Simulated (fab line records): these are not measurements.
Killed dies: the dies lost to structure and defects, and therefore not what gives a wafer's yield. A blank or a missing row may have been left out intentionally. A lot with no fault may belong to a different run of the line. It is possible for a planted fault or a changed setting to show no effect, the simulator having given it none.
A lot that was struck, set against a sound lot	flow sky130	16 out of 708 route steps
Sound: these wafers, L185.2, L185.4, L185.6. Struck: wafers L199.1, L199.5, L199.6. At the end, the cause is stated.
Per side, at each step with rows, come the tool, then ch with its chambers, and then its first start. Under that, the readings that differ: sound wafers	struck wafers	difference of the means	sigmas: that difference in standard deviations of wafers without a fault.
alike: a reading whose means differ by less than 2 such deviations, as well as words and numbers matching on both sides. not compared: withheld readings; readings where some wafer has no value; bounds like >300 that might hide an equal value; numbers whose values overlap and for which the record gives no deviation.
Wherever a step has rows on one side only, a row that says differs or no value, or a row with sigmas, the two part there. Non-overlapping numbers with no deviation appear without sigmas and do not part them. Lack of a reading on every wafer of one side parts them only where that side has two or more wafers.

first, 4 steps without rows for these wafers: SKY_RES_XHIGH_EXPOSE_04 (exposes mask URPM, target cd 1270 nm); SKY_RES_XHIGH_PEB_05; SKY_RES_XHIGH_DEVELOP_06 (develop time 60 s); SKY_RES_XHIGH_IMPLANT_07.
SKY_RES_XHIGH_STRIP_08: strips in O2/N2.
  sound on plasma-asher-01 ch 0,1, day 27 14:29; struck on plasma-asher-03 ch 0,1, day 32 08:17
  alike: drypump-motor-current-A, oes-product-au, strip-time-to-endpoint-s
  not compared: rf-hours-counter-h
SKY_RES_XHIGH_TW_MEAS_09:
  struck on film-metro-04, day 32 08:23; sound on film-metro-04, day 27 14:35
  alike: RES_XHIGH_TW
then, 6 steps without rows for these wafers: SKY_SD_N_DEHYDRATE_00 (time 60 s); SKY_SD_N_HMDS_01 (prime time 60 s); SKY_SD_N_COAT_02 (resist thk 1140 nm); SKY_SD_N_SOFTBAKE_03 (time 60 s); SKY_SD_N_EXPOSE_04 (exposes mask NSDM, target cd 380 nm); SKY_SD_N_PEB_05.
SKY_SD_N_DEVELOP_06: develop time 60 s.
  sound on litho-track-01 ch 0, day 28 18:48; struck on litho-track-01 ch 0, day 33 10:44
reading	sound	struck	difference	sigmas
developer-temp-C (C)	23.07 22.98 22.99	20.76 20.69 20.60	-2.33	-21
SKY_SD_N_CD_MEAS_07: target cd 380 nm.
  struck on cd-sem-01, day 33 10:53; sound on cd-sem-01, day 28 18:57
reading	sound	struck	difference	sigmas
cd-nm (nm)	381.4 380.5 380.1	391.2 389.6 388.2	+9.0	+3
SKY_SD_N_OVL_MEAS_08:
  struck on overlay-01, day 33 11:00; sound on overlay-02, day 28 19:04
reading	sound	struck	difference	sigmas
SD_N_OVL (nm)	-3.7 -4.0 -3.5	-0.3 -0.2 2.0	+4.2	+2
next, for these wafers, 1 step has no rows: SKY_PAD_OPEN_PROBE_99.

## WHERE THEY PART
Last at SKY_SD_N_OVL_MEAS_08 as far as this record goes, first at SKY_SD_N_DEVELOP_06.

WHY: what had been put in by the simulator
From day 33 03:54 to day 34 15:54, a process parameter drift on litho-track-01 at SKY_SD_N_DEVELOP_06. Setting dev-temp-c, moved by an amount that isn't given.
